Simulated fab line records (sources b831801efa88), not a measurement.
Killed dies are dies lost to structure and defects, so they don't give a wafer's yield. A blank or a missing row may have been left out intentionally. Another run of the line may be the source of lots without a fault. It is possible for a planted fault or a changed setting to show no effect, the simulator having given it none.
Which tool was responsible? | flow sky130 | 36 wafers from 13 lots sampled at 5 of the route's 708 steps

== WHAT THE GAUGES READ, wafer by wafer ==
SKY_SD_N_OVL_MEAS_08. Usual: SD_N_OVL typically reads -0.1 nm, with standard deviation 1.6.
lot  | measured     | on         | SD_N_OVL (nm)  | flag
L531 | day 27 21:09 | overlay-02 | 0.9 -0.4 -0.3  |
L532 | day 28 00:46 | overlay-01 | 0.3 1.0 1.2    |
L533 | day 28 18:20 | overlay-01 | -1.1 0.5 -0.2  |
L535 | day 29 08:01 | overlay-02 | 1.6 0.0 1.1    |
L539 | day 30 15:56 | overlay-01 | -1.9 -0.3      |
L541 | day 31 08:03 | overlay-01 | -2.1 -2.4      |
L543 | day 32 03:06 | overlay-01 | -3.3 -1.0      |
L546 | day 33 01:16 | overlay-02 | 1.5 0.2 1.3    |
L549 | day 34 04:25 | overlay-02 | 2.7 0.8 1.5    |
L551 | day 34 16:09 | overlay-02 | 1.9 2.1 1.9    |
L552 | day 34 23:23 | overlay-01 | -1.8 -0.1 -1.9 |
L553 | day 35 07:07 | overlay-02 | 1.3 -0.8 1.6   |
L554 | day 35 18:49 | overlay-01 | 1.3 0.3 1.3    |

SKY_LI_CONTACT_THK_MEAS_01. Usual: LI_CONTACT_HDPCVD_THK typically reads 932 nm, with standard deviation 9.2.
lot  | measured     | on            | LI_CONTACT_HDPCVD_THK (nm) | flag
L531 | day 27 22:21 | film_metro-03 | 934 928 933                |
L532 | day 28 01:58 | film_metro-04 | 927 930 927                |
L533 | day 28 19:32 | film_metro-04 | 933 933 928                |
L535 | day 29 09:13 | film_metro-04 | 918 922 926                |
L539 | day 30 17:08 | film_metro-03 | 934 943                    |
L541 | day 31 09:16 | film_metro-02 | 927 935                    |
L543 | day 32 04:19 | film_metro-02 | 936 921                    |
L546 | day 33 02:29 | film_metro-03 | 935 937 937                |
L549 | day 34 05:37 | film_metro-03 | 934 929 933                |
L551 | day 34 17:21 | film_metro-02 | 940 940 937                |
L552 | day 35 00:36 | film_metro-04 | 946 942 964                |
L553 | day 35 08:19 | film_metro-03 | 946 940 934                |
L554 | day 35 20:01 | film_metro-03 | 941 926 924                |

SKY_CONTACT_THK_MEAS_03. Usual: CONTACT_HDPCVD_THK typically reads 566 nm, with standard deviation 5.1.
lot  | measured     | on            | CONTACT_HDPCVD_THK (nm) | flag
L531 | day 30 10:57 | film_metro-02 | 572 564 564             |
L532 | day 30 13:53 | film_metro-01 | 566 564 568             |
L533 | day 31 06:25 | film_metro-01 | 560 561 561             |
L535 | day 31 20:44 | film_metro-01 | 561 566 569             |
L539 | day 33 02:59 | film_metro-01 | 568 1016                | OFF
L541 | day 33 18:30 | film_metro-02 | 1016 1015               | OFF
L543 | day 34 12:52 | film_metro-04 | 567 1017                | OFF
L546 | day 35 09:26 | film_metro-01 | 565 569 567             |
L549 | day 36 12:31 | film_metro-02 | 576 577 579             |
L551 | day 37 00:08 | film_metro-04 | 569 566 567             |
L552 | day 37 08:05 | film_metro-02 | 567 563 565             |
L553 | day 37 15:27 | film_metro-02 | 575 565 568             |
L554 | day 38 02:30 | film_metro-02 | 570 573 568             |

== TOOL THAT RAN EACH LOT (tool first, then ch and the chambers of the sampled wafers, then the start) ==
lot  | SKY_LI_CONTACT_CMP_24         | SKY_CONTACT_HDPCVD_02
L531 | cmp-02 ch 0,1,3, day 29 04:41 | hdpcvd-02 ch 0,1,2, day 30 10:53
L532 | cmp-02 ch 1,2,3, day 29 08:15 | hdpcvd-02 ch 0,2, day 30 13:48
L533 | cmp-01 ch 1,2,3, day 30 01:02 | hdpcvd-01 ch 0,1,2, day 31 06:20
L535 | cmp-01 ch 0,1,3, day 30 15:19 | hdpcvd-02 ch 0,2, day 31 20:40
L539 | cmp-01 ch 0,2, day 31 22:40   | hdpcvd-01 ch 1,2, day 33 02:55
L541 | cmp-02 ch 1,2, day 32 14:26   | hdpcvd-01 ch 0,1, day 33 18:25
L543 | cmp-01 ch 1,2, day 33 08:35   | hdpcvd-01 ch 2, day 34 12:47
L546 | cmp-01 ch 0,1, day 34 05:54   | hdpcvd-02 ch 0,1,2, day 35 09:22
L549 | cmp-02 ch 2,3, day 35 09:04   | hdpcvd-02 ch 0,2, day 36 12:25
L551 | cmp-01 ch 0,1,2, day 35 20:40 | hdpcvd-02 ch 0,2, day 37 00:02
L552 | cmp-01 ch 0,3, day 36 04:17   | hdpcvd-01 ch 0,1,2, day 37 08:01
L553 | cmp-01 ch 0,2,3, day 36 12:07 | hdpcvd-02 ch 0,1, day 37 15:22
L554 | cmp-02 ch 1,3, day 36 23:02   | hdpcvd-01 ch 0,2, day 38 02:26
- SKY_LI_CONTACT_CMP_24: polishes, stops on PSG, t overpolish 20 s, target thk 0 nm.
- SKY_CONTACT_HDPCVD_02: deposits SiO2, target thk 565 nm, time 94.2 s.

== AS READ BY THE TOOLS THEMSELVES (means over the sampled wafers that have a number; for cases with no such wafer, the mark the record gives instead) ==
SKY_LI_CONTACT_CMP_24. Usual: motor_current_A 10.8 A, standard deviation 1.1; overpolish_run_s 20.000 s, standard deviation 0.0089; slurry_flow_ml_min 150.0, standard deviation 0.47; time_to_endpoint_s 97 s, standard deviation 3.6.
lot  | tool   | motor_current_A (A) | overpolish_run_s (s) | slurry_flow_ml_min | time_to_endpoint_s (s) | flag
L531 | cmp-02 | 10.6                | 20.005               | 150.3              | 102                    |
L532 | cmp-02 | 11.0                | 19.996               | 149.7              | 97                     |
L533 | cmp-01 | 11.3                | 19.995               | 149.8              | 99                     |
L535 | cmp-01 | 10.9                | 19.998               | 149.8              | 92                     |
L539 | cmp-01 | 10.2                | 20.005               | 149.6              | 100                    |
L541 | cmp-02 | 11.1                | 19.998               | 149.8              | 100                    |
L543 | cmp-01 | 9.9                 | 20.004               | 150.1              | 92                     |
L546 | cmp-01 | 9.7                 | 20.002               | 150.1              | 96                     |
L549 | cmp-02 | 11.5                | 20.008               | 150.0              | 99                     |
L551 | cmp-01 | 10.2                | 19.997               | 149.8              | 98                     |
L552 | cmp-01 | 11.3                | 20.001               | 150.0              | 95                     |
L553 | cmp-01 | 10.7                | 20.011               | 149.8              | 97                     |
L554 | cmp-02 | 11.6                | 19.996               | 150.3              | 99                     |

== THE ANSWER, worked out from the rows above alone ==
Rule: a lot counts as off when the mean over its wafers that have a number is more than 3 standard deviations away from the usual mean. Also off: a lot with no number at a reading for which 4 or more lots have one. Where the step has rows for the other lots, those lots are counted as sound. Order of review: gauges by route order, followed by the tools' own readings, for which a lot's mean as printed above is used. The first step at which some lot is off is used, and at that step the reading that is off furthest; a lot without a number counts as furthest.
Off: L539, L541, L543, at SKY_CONTACT_THK_MEAS_03 (CONTACT_HDPCVD_THK).
A tool fits if, at a process step before that reading, it ran every lot that is off, and no sound lot after the first of them. The gauges at SKY_CONTACT_THK_MEAS_03 are tried like those tools. No candidate that was tried fits.

== WHAT THE SIMULATOR HAD PUT IN ==
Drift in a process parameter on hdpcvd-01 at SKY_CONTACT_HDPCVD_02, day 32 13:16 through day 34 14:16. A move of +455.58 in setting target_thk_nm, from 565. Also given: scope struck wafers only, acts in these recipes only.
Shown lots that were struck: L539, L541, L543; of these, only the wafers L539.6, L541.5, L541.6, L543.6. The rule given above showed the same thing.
